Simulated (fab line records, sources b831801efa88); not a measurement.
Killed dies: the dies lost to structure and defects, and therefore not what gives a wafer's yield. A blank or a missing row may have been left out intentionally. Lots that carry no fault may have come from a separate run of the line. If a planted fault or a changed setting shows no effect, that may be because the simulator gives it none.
fab line records	flow sky130
record: lots: 11	wafers: 33	last-day: 50
route steps=708 shown CAPM@541 METAL3@563 PAD_OPEN@708
lots that met no fault: taken from a fault-free run of the same line
start-h: the number of hours between the record's first day and the start of the first shown wafer of the lot	wait-h: hours from the lot's prior step to this one	" the same as in the row above	L1.1+2: a single row standing in for several wafers	- no value, or no start was given	* or withheld: withheld	< > ~ a bound
route shown NAME@n: names a module that has steps shown in the file, with the first one's number in the route	usual: mean/standard deviation of fault-free wafers	same: alike in all rows	chamber/n: place in a boat	sites: the reading at each site	_std_site: how widely they spread, as a standard deviation	_edge_site: inner sites' mean taken away from outer sites' mean	radius-mm: for every site, how far away it sits from the centre of the wafer	mask NAME#n: copy n	behind: the most recent tool/chamber to have shaped the wafer	hold: what put the lot on hold/how long, in hours/how the hold closed	device: which transistor (n, p or np) failed to switch	end of line: the tests these same wafers got at the end of their route	where a step has no rows: the recipe by itself	killed: dies lost to structure and defects at the first sort, not the wafer's yield	map: shows each die of a wafer: x if killed, . if not, _ if none is there
set.NAME: the setting that was run; set.NAME@STEP: the one run at that earlier step	model.NAME: the simulator's own value behind a step, which no gauge read
one table for each step of the route and one row for each wafer, over a sample of lots
services: the hour from which a tool's chamber was out of use, counted from the record's first day as start-h (under 0 if before that day), plus the number of hours and why
== steps ==
step: SKY_CAPM_THK_MEAS_04
recipe: thk-meas-gauge: xrf	reads: TiN_of_CAPM_SPUTTER_02
usual: CAPM_TIN_THK: 200.6/2.2
lot.wafer	tool	chamber	start-h	wait-h	CAPM_TIN_THK[nm]
L202.4	film-metro-03	-	849.14	0.1	200.0
L202.5	"	-	"	"	199.1
L202.6	"	-	"	"	202.3
L203.2	film-metro-03	-	858.31	0.1	196.5
L203.5	"	-	"	"	200.4
L203.6	"	-	"	"	201.8
L205.2	film-metro-04	-	873.83	0.1	203.1
L205.4	"	-	"	"	199.7
L205.5	"	-	"	"	200.4
L206.1	film-metro-02	-	880.41	0.1	203.7
L206.3	"	-	"	"	202.4
L206.5	"	-	"	"	202.9
L207.2	film-metro-03	-	884.22	0.1	198.3
L207.3	"	-	"	"	198.8
L207.4	"	-	"	"	195.5
L208.1	film-metro-03	-	889.95	0.1	199.3
L208.5	"	-	"	"	199.0
L208.6	"	-	"	"	198.0
L211.2	film-metro-04	-	917.99	0.1	200.9
L211.3	"	-	"	"	201.6
L211.5	"	-	"	"	202.5
L215.2	film-metro-03	-	949.13	0.1	204.0
L215.3	"	-	"	"	203.4
L215.4	"	-	"	"	203.2
L218.1	film-metro-02	-	969.09	0.1	202.9
L218.2	"	-	"	"	201.3
L218.3	"	-	"	"	203.5
L219.2	film-metro-02	-	978.69	0.1	196.3
L219.4	"	-	"	"	201.9
L219.5	"	-	"	"	201.3
L222.3	film-metro-03	-	1002.11	0.1	200.0
L222.4	"	-	"	"	197.4
L222.5	"	-	"	"	200.9
step: SKY_CAPM_METAL_ETCH_13
recipe: target-depth-nm: 220	stop-on: SiO2	chemistry: Cl2/BCl3	target: TiN	pressure-mtorr: 10	icp-w: 900	bias-w: 48.5	Cl2_flow_sccm: 60	bcl3-flow-sccm: 30	time-s: 62.9
usual: drypump-motor-current-A: 5.8/0.5	oes-product-au: 0.939/0.0074	rf-fwd-power-W: 891/3.3	throttle-valve-pct: 21.904/0.01
lot.wafer	tool	chamber	start-h	wait-h	drypump-motor-current-A	oes-product-au	rf-fwd-power-W	rf-hours-counter-h	throttle-valve-pct
L202.4	rie-metal-03	1	875.18	0.0	5.0	0.933	894	-	21.898
L202.5	"	1	"	"	5.0	0.937	890	-	21.896
L202.6	"	0	"	"	5.6	0.936	891	-	21.901
L203.2	rie-metal-03	0	884.55	0.0	5.6	0.925	890	15	21.911
L203.5	"	1	"	"	5.0	0.935	893	-	21.913
L203.6	"	0	"	"	5.6	0.938	888	-	21.912
L205.2	rie-metal-03	0	898.92	0.0	5.7	0.934	890	15	21.906
L205.4	"	1	"	"	5.1	0.945	894	-	21.900
L205.5	"	0	"	"	5.7	0.943	891	-	21.892
L206.1	rie-metal-04	1	905.55	0.0	6.1	0.957	887	10	21.893
L206.3	"	0	"	"	6.1	0.952	892	-	21.885
L206.5	"	0	"	"	6.1	0.941	895	-	21.896
L207.2	rie-metal-03	1	909.31	0.0	5.0	0.928	887	6	21.901
L207.3	"	1	"	"	5.0	0.933	889	-	21.885
L207.4	"	0	"	"	5.7	0.934	891	-	21.898
L208.1	rie-metal-03	1	914.97	0.0	5.0	0.931	893	6	21.904
L208.5	"	0	"	"	5.7	0.939	886	-	21.907
L208.6	"	1	"	"	5.1	0.938	891	-	21.934
L211.2	rie-metal-04	1	942.17	0.0	6.1	0.948	888	12	21.901
L211.3	"	1	"	"	6.1	0.944	886	-	21.889
L211.5	"	1	"	"	6.1	0.948	887	-	21.901
L215.2	rie-metal-04	0	972.22	0.0	6.1	0.951	892	16	21.908
L215.3	"	0	"	"	6.1	0.947	888	-	21.897
L215.4	"	1	"	"	6.1	0.944	888	-	21.916
L218.1	rie-metal-04	0	992.30	0.0	6.1	0.914	751	17	21.918
L218.2	"	1	"	"	6.1	0.941	889	14	21.895
L218.3	"	0	"	"	6.1	0.918	750	-	21.922
L219.2	rie-metal-04	1	1002.35	0.0	6.1	0.929	891	14	21.906
L219.4	"	0	"	"	6.1	0.909	750	-	21.924
L219.5	"	0	"	"	6.1	0.906	748	-	21.934
L222.3	rie-metal-03	1	1024.58	0.0	5.0	0.934	892	-	21.889
L222.4	"	0	"	"	5.7	0.926	893	-	21.892
L222.5	"	1	"	"	5.0	0.939	894	-	21.899
step: SKY_CAPM_STRIP_14
recipe: chemistry: O2/N2	power-w: 1400	pressure-mtorr: 1500	platen-temp-c: withheld	o2-flow-sccm: 3000	n2-flow-sccm: 300	overash-fraction: 0.5
usual: drypump-motor-current-A: 5.8/0.41	oes-product-au: 0.710/0.0047	strip-time-to-endpoint-s: 12.65/0.048
lot.wafer	tool	chamber	start-h	wait-h	drypump-motor-current-A	oes-product-au	rf-hours-counter-h	strip-time-to-endpoint-s
L202.4	plasma-asher-04	0	875.26	0.1	5.3	0.711	-	12.64
L202.5	"	1	"	"	6.0	0.707	-	12.58
L202.6	"	0	"	"	5.3	0.712	-	12.60
L203.2	plasma-asher-04	1	884.63	0.1	6.0	0.704	46	12.69
L203.5	"	0	"	"	5.3	0.705	-	12.67
L203.6	"	1	"	"	6.0	0.706	-	12.63
L205.2	plasma-asher-03	1	899.00	0.1	5.9	0.710	111	12.66
L205.4	"	0	"	"	5.5	0.714	-	12.71
L205.5	"	1	"	"	5.9	0.711	-	12.69
L206.1	plasma-asher-03	1	905.63	0.1	5.9	0.710	112	12.69
L206.3	"	1	"	"	5.9	0.711	-	12.68
L206.5	"	1	"	"	5.9	0.707	-	12.67
L207.2	plasma-asher-01	0	909.39	0.1	6.2	0.707	78	12.59
L207.3	"	0	"	"	6.3	0.716	-	12.65
L207.4	"	1	"	"	6.5	0.711	-	12.56
L208.1	plasma-asher-04	1	915.05	0.1	6.0	0.714	49	12.65
L208.5	"	0	"	"	5.2	0.711	-	12.62
L208.6	"	1	"	"	6.0	0.705	-	12.68
L211.2	plasma-asher-03	0	942.25	0.1	5.5	0.712	115	12.64
L211.3	"	0	"	"	5.5	0.713	-	12.67
L211.5	"	0	"	"	5.5	0.712	-	12.64
L215.2	plasma-asher-04	1	972.30	0.1	6.0	0.712	55	12.61
L215.3	"	0	"	"	5.2	0.710	-	12.63
L215.4	"	1	"	"	6.0	0.711	-	12.57
L218.1	plasma-asher-03	0	992.38	0.1	5.5	0.710	120	12.85
L218.2	"	1	"	"	5.9	0.722	120	12.72
L218.3	"	1	"	"	5.9	0.706	-	12.82
L219.2	plasma-asher-04	1	1002.43	0.1	6.0	0.711	58	12.61
L219.4	"	0	"	"	5.2	0.713	-	12.82
L219.5	"	0	"	"	5.2	0.707	-	12.81
L222.3	plasma-asher-01	0	1024.66	0.1	6.3	0.705	-	12.70
L222.4	"	1	"	"	6.5	0.716	-	12.68
L222.5	"	0	"	"	6.3	0.707	-	12.68
step: SKY_METAL3_CD_MEAS_13
recipe: target-cd-nm: 300
usual: cd-nm: 299.8/1.4
lot.wafer	tool	chamber	start-h	wait-h	cd-nm
L202.4	cd-sem-02	-	901.45	-	300.4
L202.5	"	-	"	"	302.4
L202.6	"	-	"	"	302.5
L203.2	cd-sem-01	-	910.29	-	297.5
L203.5	"	-	"	"	298.3
L203.6	"	-	"	"	299.3
L205.2	cd-sem-02	-	924.34	-	300.8
L205.4	"	-	"	"	300.4
L205.5	"	-	"	"	302.0
L206.1	cd-sem-01	-	931.19	-	301.4
L206.3	"	-	"	"	300.5
L206.5	"	-	"	"	299.9
L207.2	cd-sem-01	-	935.09	-	301.0
L207.3	"	-	"	"	299.1
L207.4	"	-	"	"	300.4
L208.1	cd-sem-01	-	939.67	-	301.4
L208.5	"	-	"	"	301.0
L208.6	"	-	"	"	299.6
L211.2	cd-sem-02	-	966.81	-	299.8
L211.3	"	-	"	"	299.6
L211.5	"	-	"	"	298.4
L215.2	cd-sem-01	-	997.14	-	300.6
L215.3	"	-	"	"	301.5
L215.4	"	-	"	"	301.5
L218.2	cd-sem-02	-	1015.39	-	299.8
L219.2	cd-sem-01	-	1025.56	-	299.5
L222.3	cd-sem-01	-	1047.18	-	298.6
L222.4	"	-	"	"	298.1
L222.5	"	-	"	"	296.4
step: SKY_METAL3_ETCH_16
recipe: chemistry: N2/H2	target: BARC	ion-energy-ev: 200	bias-w: 100	pressure-mtorr: 30	n2-flow-sccm: 100	h2-flow-sccm: 200	icp-w: 500	stop-on: SiO2	time-s: 88.2	target-depth-a: 600
usual: drypump-motor-current-A: 5.9/0.62	oes-product-au: 0.625/0.0047	rf-fwd-power-W: 495.9/1.8	throttle-valve-pct: 13.204/0.0094
lot.wafer	tool	chamber	start-h	wait-h	drypump-motor-current-A	oes-product-au	rf-fwd-power-W	rf-hours-counter-h	throttle-valve-pct
L202.4	rie-metal-02	0	901.61	0.0	6.2	0.633	497.1	-	13.211
L202.5	"	0	"	"	6.2	0.625	496.2	-	13.209
L202.6	"	1	"	"	6.4	0.632	493.1	-	13.199
L203.2	rie-metal-01	1	910.45	0.0	6.8	0.629	491.1	11	13.211
L203.5	"	1	"	"	6.8	0.625	495.9	-	13.225
L203.6	"	0	"	"	5.6	0.626	497.8	-	13.200
L205.2	rie-metal-03	0	924.50	0.0	5.7	0.629	496.1	16	13.205
L205.4	"	1	"	"	5.1	0.625	496.3	-	13.206
L205.5	"	1	"	"	5.0	0.620	498.5	-	13.207
L206.1	rie-metal-01	0	931.37	0.0	5.6	0.617	497.1	5	13.218
L206.3	"	0	"	"	5.6	0.629	497.6	-	13.208
L206.5	"	1	"	"	6.8	0.616	497.3	-	13.201
L207.2	rie-metal-02	1	935.25	0.0	6.3	0.628	494.6	10	13.199
L207.3	"	0	"	"	6.2	0.630	498.2	-	13.214
L207.4	"	1	"	"	6.3	0.629	494.9	-	13.204
L208.1	rie-metal-01	1	939.85	0.0	6.8	0.624	494.6	13	13.198
L208.5	"	1	"	"	6.9	0.622	494.6	-	13.198
L208.6	"	0	"	"	5.6	0.618	498.3	-	13.197
L211.2	rie-metal-02	0	966.97	0.0	6.2	0.620	495.1	14	13.197
L211.3	"	0	"	"	6.2	0.627	497.1	-	13.184
L211.5	"	1	"	"	6.4	0.630	494.9	-	13.193
L215.2	rie-metal-03	1	997.37	0.1	5.1	0.622	496.6	-	13.215
L215.3	"	1	"	"	5.1	0.617	493.3	-	13.212
L215.4	"	1	"	"	5.1	0.628	494.9	-	13.200
L218.2	rie-metal-02	1	1015.55	0.0	6.4	0.623	497.4	14	13.194
L219.2	rie-metal-02	0	1025.72	0.0	6.2	0.619	496.6	17	13.208
L222.3	rie-metal-03	0	1047.36	0.0	5.7	0.621	495.9	-	13.216
L222.4	"	1	"	"	5.1	0.620	498.3	-	13.188
L222.5	"	0	"	"	5.7	0.619	498.7	-	13.193
step: SKY_PAD_OPEN_PROBE_99
usual: defect-limited-yield: 82.5/2	killed_at_M0_to_M3: 42/6.6	killed_at_M4_up: 3.1/1.9	killed-at-contacts: 25/5.7	killed-at-front-end: 16/5	killed-at-other: 0.2/0.38	killed-dies: 86/9.6	killed-on-rim: 16/4	killed-open: 47/7.2	killed-short: 39/6.2
same: gross-dies: 492	killed-at-back-side: 0
lot.wafer	tool	chamber	start-h	wait-h	hold	defect-limited-yield[%]	killed_at_M0_to_M3	killed_at_M4_up	killed-at-contacts	killed-at-front-end	killed-at-other	killed-dies	killed-on-rim	killed-open	killed-short
L202.4	prober-01	-	1074.84	0.2	-	81.9	42	2	21	24	0	89	19	44	45
L202.5	prober-01	-	1074.89	0.2	-	83.5	40	1	18	22	0	81	16	43	38
L202.6	prober-01	-	1074.94	0.2	-	85.0	35	2	19	18	0	74	14	38	36
L203.2	prober-02	-	1082.60	0.1	-	83.5	48	3	19	11	0	81	10	56	25
L203.5	prober-02	-	1082.75	0.2	-	85.4	31	5	23	13	0	72	16	47	25
L203.6	prober-02	-	1082.80	0.2	-	82.3	53	1	20	12	1	87	17	57	30
L205.2	prober-02	-	1094.49	0.1	-	83.3	51	5	17	9	0	82	17	40	42
L205.4	prober-02	-	1094.59	0.2	-	82.3	36	3	34	14	0	87	15	43	44
L205.5	prober-02	-	1094.64	0.2	-	81.7	32	7	28	23	0	90	24	38	52
L206.1	prober-01	-	1099.93	0.1	-	82.5	44	4	24	14	0	86	15	50	36
L206.3	prober-01	-	1100.03	0.2	-	82.7	33	3	29	20	0	85	17	38	47
L206.5	prober-01	-	1100.13	0.2	-	79.7	39	0	40	21	0	100	24	57	43
L207.2	prober-02	-	1101.79	0.1	-	81.5	34	3	36	18	0	91	15	52	39
L207.3	prober-02	-	1101.84	0.2	-	81.3	51	2	25	13	1	92	22	48	44
L207.4	prober-02	-	1101.89	0.2	-	79.9	44	3	36	16	0	99	20	54	45
L208.1	prober-01	-	1105.50	0.1	-	84.3	46	2	19	10	0	77	14	42	35
L208.5	prober-01	-	1105.70	0.2	-	82.9	40	8	20	16	0	84	15	34	50
L208.6	prober-01	-	1105.75	0.2	-	82.7	38	2	31	14	0	85	14	47	38
L211.2	prober-02	-	1130.13	0.1	-	78.5	46	3	37	20	0	106	22	50	56
L211.3	prober-02	-	1130.18	0.2	-	80.3	53	2	22	20	0	97	24	56	41
L211.5	prober-02	-	1130.28	0.2	-	78.5	47	5	36	18	0	106	22	55	51
L215.2	prober-02	-	1152.74	0.1	-	80.5	35	6	35	20	0	96	19	49	47
L215.3	prober-02	-	1152.79	0.2	-	83.7	34	3	27	16	0	80	15	40	40
L215.4	prober-02	-	1152.84	0.2	-	80.3	52	4	28	13	0	97	19	51	46
L218.1	prober-01	-	1167.74	0.1	await-dispo/3.6h/release	1.2	38	4	22	19	403	486	92	47	36
L218.2	prober-01	-	1167.79	0.1	await-dispo/3.6h/release	86.0	37	2	19	11	0	69	15	35	34
L218.3	prober-01	-	1167.84	0.2	await-dispo/3.6h/release	8.1	51	1	29	15	356	452	73	50	46
L219.2	prober-02	-	1177.10	0.1	await-dispo/2.7h/release	83.3	44	2	28	7	1	82	11	48	34
L219.4	prober-02	-	1177.20	0.2	await-dispo/2.7h/release	9.1	36	2	25	11	373	447	64	36	38
L219.5	prober-02	-	1177.25	0.2	await-dispo/2.7h/release	6.7	57	3	25	12	362	459	78	53	41
L222.3	prober-01	-	1191.95	0.2	-	83.7	35	8	19	18	0	80	15	45	35
L222.4	prober-01	-	1192.00	0.2	-	84.6	40	3	19	14	0	76	14	42	34
L222.5	prober-01	-	1192.05	0.2	-	83.5	43	2	22	14	0	81	17	45	36
killed by level:class
L202.4 LI_CONTACT:geometric-particle:open=9 POLY_GATE:geometric-particle:open=7 METAL1:geometric-particle:short=7 METAL2:geometric-particle:short=7 FIELD_ISO:geometric-particle:short=6 CONTACT:geometric-particle:open=6 VIA1:geometric-particle:short=6 METAL1:geometric-particle:open=4
L202.5 METAL1:geometric-particle:short=9 VIA2:geometric-particle:open=6 CONTACT:geometric-particle:open=6 VIA3:geometric-particle:open=6 POLY_GATE:geometric-particle:open=5 LOCAL_INTERCONNECT:geometric-particle:short=5 VIA3:geometric-particle:short=5 FIELD_ISO:geometric-particle:short=4
L202.6 FIELD_ISO:geometric-particle:open=7 VIA1:geometric-particle:open=7 CONTACT:geometric-particle:open=6 METAL1:geometric-particle:short=6 METAL2:geometric-particle:short=6 LI_CONTACT:geometric-particle:open=5 VIA2:geometric-particle:open=5 LOCAL_INTERCONNECT:geometric-particle:short=4
L203.2 VIA1:geometric-particle:open=16 CONTACT:geometric-particle:open=10 VIA3:geometric-particle:open=8 FIELD_ISO:geometric-particle:open=7 METAL2:geometric-particle:short=6 LI_CONTACT:geometric-particle:open=4 METAL1:geometric-particle:short=4 VIA2:geometric-particle:open=4
L203.5 LI_CONTACT:geometric-particle:open=9 VIA2:geometric-particle:open=9 CONTACT:geometric-particle:open=8 VIA1:geometric-particle:open=7 FIELD_ISO:geometric-particle:open=4 METAL4:geometric-particle:short=4 VIA3:geometric-particle:open=4 FIELD_ISO:geometric-particle:short=3
L203.6 VIA1:geometric-particle:open=17 VIA2:geometric-particle:open=10 CONTACT:geometric-particle:open=8 VIA3:geometric-particle:open=8 VIA1:geometric-particle:short=7 FIELD_ISO:geometric-particle:short=6 LI_CONTACT:geometric-particle:open=6 METAL1:geometric-particle:short=5
L205.2 METAL1:geometric-particle:short=11 VIA1:geometric-particle:open=8 VIA1:geometric-particle:short=8 VIA3:geometric-particle:open=6 CONTACT:geometric-particle:open=6 VIA2:geometric-particle:open=6 METAL2:geometric-particle:short=5 METAL3:geometric-particle:short=4
L205.4 CONTACT:geometric-particle:open=16 LOCAL_INTERCONNECT:geometric-particle:short=8 VIA3:geometric-particle:open=8 METAL1:geometric-particle:short=6 VIA1:geometric-particle:open=6 POLY_GATE:geometric-particle:open=5 VIA2:geometric-particle:short=5 FIELD_ISO:geometric-particle:short=4
L205.5 POLY_GATE:geometric-particle:short=8 CONTACT:geometric-particle:short=8 LOCAL_INTERCONNECT:geometric-particle:short=7 POLY_GATE:geometric-particle:open=6 CONTACT:geometric-particle:open=6 VIA1:geometric-particle:open=6 FIELD_ISO:geometric-particle:short=5 METAL1:geometric-particle:short=5
L206.1 VIA1:geometric-particle:open=10 CONTACT:geometric-particle:open=10 METAL1:geometric-particle:short=8 VIA2:geometric-particle:open=7 VIA3:geometric-particle:open=5 FIELD_ISO:geometric-particle:open=4 POLY_GATE:geometric-particle:open=4 LI_CONTACT:geometric-particle:open=4
L206.3 CONTACT:geometric-particle:open=9 CONTACT:geometric-particle:short=7 FIELD_ISO:geometric-particle:short=6 LI_CONTACT:geometric-particle:open=6 FIELD_ISO:geometric-particle:open=5 METAL1:geometric-particle:short=5 VIA2:geometric-particle:open=4 LOCAL_INTERCONNECT:geometric-particle:short=4
L206.5 LI_CONTACT:geometric-particle:open=14 VIA1:geometric-particle:open=12 CONTACT:geometric-particle:open=11 CONTACT:geometric-particle:short=8 POLY_GATE:geometric-particle:short=6 VIA2:geometric-particle:open=6 POLY_GATE:geometric-particle:open=5 VIA3:geometric-particle:short=5
L207.2 CONTACT:geometric-particle:open=12 LI_CONTACT:geometric-particle:open=12 VIA1:geometric-particle:open=8 LOCAL_INTERCONNECT:geometric-particle:short=7 FIELD_ISO:geometric-particle:short=5 METAL1:geometric-particle:short=5 FIELD_ISO:geometric-particle:open=4 METAL2:geometric-particle:short=4
L207.3 VIA1:geometric-particle:open=12 LI_CONTACT:geometric-particle:open=8 POLY_GATE:geometric-particle:open=7 VIA1:geometric-particle:short=7 VIA3:geometric-particle:open=7 METAL1:geometric-particle:short=6 LOCAL_INTERCONNECT:geometric-particle:short=6 CONTACT:geometric-particle:open=6
L207.4 CONTACT:geometric-particle:open=12 LI_CONTACT:geometric-particle:open=10 VIA1:geometric-particle:open=7 LOCAL_INTERCONNECT:geometric-particle:short=7 VIA1:geometric-particle:short=6 METAL1:geometric-particle:short=6 VIA3:geometric-particle:open=6 POLY_GATE:geometric-particle:open=5
L208.1 VIA1:geometric-particle:open=14 CONTACT:geometric-particle:open=10 METAL2:geometric-particle:short=7 VIA2:geometric-particle:open=6 LI_CONTACT:geometric-particle:open=5 VIA1:geometric-particle:short=5 METAL1:geometric-particle:short=5 FIELD_ISO:geometric-particle:short=4
L208.5 FIELD_ISO:geometric-particle:short=7 CONTACT:geometric-particle:open=7 METAL1:geometric-particle:short=7 VIA1:geometric-particle:short=6 VIA1:geometric-particle:open=6 METAL2:geometric-particle:short=6 CONTACT:geometric-particle:short=5 VIA3:geometric-particle:open=5
L208.6 LI_CONTACT:geometric-particle:open=11 VIA3:geometric-particle:open=10 CONTACT:geometric-particle:short=8 METAL1:geometric-particle:short=6 VIA1:geometric-particle:open=6 METAL2:geometric-particle:short=5 VIA2:geometric-particle:open=5 LOCAL_INTERCONNECT:geometric-particle:short=4
L211.2 LOCAL_INTERCONNECT:geometric-particle:short=10 CONTACT:geometric-particle:open=10 VIA1:geometric-particle:open=9 LI_CONTACT:geometric-particle:open=7 FIELD_ISO:geometric-particle:open=6 CONTACT:geometric-particle:short=6 METAL1:geometric-particle:short=6 VIA3:geometric-particle:short=6
L211.3 VIA1:geometric-particle:open=20 CONTACT:geometric-particle:open=11 VIA3:geometric-particle:open=8 FIELD_ISO:geometric-particle:short=7 POLY_GATE:geometric-particle:open=6 METAL2:geometric-particle:short=5 METAL1:geometric-particle:short=5 VIA1:geometric-particle:short=5
L211.5 LI_CONTACT:geometric-particle:open=12 VIA1:geometric-particle:open=10 CONTACT:geometric-particle:open=10 LOCAL_INTERCONNECT:geometric-particle:short=8 VIA3:geometric-particle:open=7 VIA1:geometric-particle:short=6 VIA3:geometric-particle:short=6 POLY_GATE:geometric-particle:short=5
L215.2 CONTACT:geometric-particle:open=12 VIA1:geometric-particle:open=8 CONTACT:geometric-particle:short=7 LI_CONTACT:geometric-particle:open=7 METAL2:geometric-particle:short=6 SONOS_ONO:geometric-particle:open=5 POLY_GATE:geometric-particle:short=5 VIA1:geometric-particle:short=5
L215.3 METAL2:geometric-particle:short=10 CONTACT:geometric-particle:short=9 CONTACT:geometric-particle:open=8 LI_CONTACT:geometric-particle:open=7 VIA1:geometric-particle:open=5 POLY_GATE:geometric-particle:short=4 VIA1:geometric-particle:short=4 VIA3:geometric-particle:open=4
L215.4 VIA1:geometric-particle:open=16 LI_CONTACT:geometric-particle:open=8 LOCAL_INTERCONNECT:geometric-particle:short=7 METAL2:geometric-particle:short=7 VIA2:geometric-particle:open=7 VIA3:geometric-particle:open=6 VIA2:geometric-particle:short=5 FIELD_ISO:geometric-particle:open=4
L218.1 CAPM:area-etch=403 CONTACT:geometric-particle:open=8 POLY_GATE:geometric-particle:open=6 LI_CONTACT:geometric-particle:open=6 VIA1:geometric-particle:open=6 LOCAL_INTERCONNECT:geometric-particle:short=5 METAL1:geometric-particle:short=5 VIA2:geometric-particle:open=5
L218.2 VIA1:geometric-particle:open=13 VIA1:geometric-particle:short=6 METAL2:geometric-particle:short=6 CONTACT:geometric-particle:open=5 LI_CONTACT:geometric-particle:short=4 CONTACT:geometric-particle:short=4 FIELD_ISO:geometric-particle:short=3 LI_CONTACT:geometric-particle:open=3
L218.3 CAPM:area-etch=356 CONTACT:geometric-particle:open=12 VIA1:geometric-particle:open=12 METAL2:geometric-particle:short=8 CONTACT:geometric-particle:short=7 LI_CONTACT:geometric-particle:open=6 VIA1:geometric-particle:short=6 POLY_GATE:geometric-particle:open=5
L219.2 CONTACT:geometric-particle:open=15 METAL1:geometric-particle:short=11 VIA1:geometric-particle:open=10 VIA2:geometric-particle:open=5 VIA3:geometric-particle:open=5 POLY_GATE:geometric-particle:short=4 LI_CONTACT:geometric-particle:open=4 CONTACT:geometric-particle:short=4
L219.4 CAPM:area-etch=373 CONTACT:geometric-particle:open=7 VIA2:geometric-particle:open=7 VIA1:geometric-particle:open=6 METAL2:geometric-particle:short=6 FIELD_ISO:geometric-particle:short=5 CONTACT:geometric-particle:short=5 LI_CONTACT:geometric-particle:open=5
L219.5 CAPM:area-etch=362 VIA1:geometric-particle:open=12 VIA3:geometric-particle:open=10 CONTACT:geometric-particle:open=9 VIA2:geometric-particle:open=8 LI_CONTACT:geometric-particle:open=7 LOCAL_INTERCONNECT:geometric-particle:short=6 VIA1:geometric-particle:short=6
L222.3 VIA1:geometric-particle:open=9 CONTACT:geometric-particle:open=9 METAL1:geometric-particle:short=7 LOCAL_INTERCONNECT:geometric-particle:short=6 POLY_GATE:geometric-particle:short=5 VIA2:geometric-particle:open=5 VIA3:geometric-particle:open=5 METAL4:geometric-particle:short=5
L222.4 LI_CONTACT:geometric-particle:open=9 VIA1:geometric-particle:open=7 VIA3:geometric-particle:open=6 FIELD_ISO:geometric-particle:short=5 CONTACT:geometric-particle:open=5 METAL1:geometric-particle:short=5 VIA1:geometric-particle:short=5 VIA2:geometric-particle:short=5
L222.5 VIA1:geometric-particle:open=10 CONTACT:geometric-particle:open=9 VIA1:geometric-particle:short=8 METAL1:geometric-particle:short=7 VIA2:geometric-particle:open=6 FIELD_ISO:geometric-particle:open=5 METAL2:geometric-particle:short=5 LI_CONTACT:geometric-particle:open=4
== services ==
tool	chamber	start-h	hours	kind
plasma-asher-01	-	862.99	14.6	pm
rie-metal-03	-	960.31	2.8	pm
rie-metal-03	0	973.59	-	clean
rie-metal-03	0	973.59	30.0	scheduled-down
rie-metal-03	0	973.59	30.0	vent-cycle
plasma-asher-04	-	1014.64	2.5	repair
plasma-asher-01	-	1031.54	0.4	repair
rie-metal-01	-	1031.56	0.8	repair
plasma-asher-03	-	1031.88	1.2	repair
rie-metal-02	0	1045.28	3.6	repair
== key ==
first-sign: step: SKY_CAPM_METAL_ETCH_13	reading: rf-fwd-power-W	direction: down	sigmas: 43	usual: 891	struck: 750
effect: step: SKY_CAPM_METAL_ETCH_13	reading: oes-product-au	direction: down	sigmas: 3.7	usual: 0.939	struck: 0.912
effect: step: SKY_CAPM_STRIP_14	reading: strip-time-to-endpoint-s	direction: up	sigmas: 3.6	usual: *	struck: *
effect: step: SKY_PAD_OPEN_PROBE_99	reading: killed-at-other	direction: up	sigmas: 99+	usual: 0.2	struck: 373.5
more-kills-born-at: SKY_CAPM_METAL_ETCH_13@rie-metal-04: 1494
met-at SKY_CAPM_METAL_ETCH_13
struck-lots L218,L219
struck-wafers L218.1,L218.3,L219.4,L219.5
later-rows-left-out L218.1,L218.3,L219.4,L219.5
not-acting-at SKY_CAPM_THK_MEAS_04,SKY_METAL3_CD_MEAS_13,SKY_METAL3_ETCH_16
onset-between 972.22 992.30
fault: kind: process-parameter-drift	tool: rie-metal-04	chamber: 0	onset-h: 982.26	steps: SKY_CAPM_METAL_ETCH_13	channel: icp-w	offset: -144	shape: step	end-h: 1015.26	acts-in: these-recipes-only	stated: 900
later-rows-left-out: the simulator's readings of these wafers behind a module that went badly wrong aren't trusted and aren't shown, but for the sort
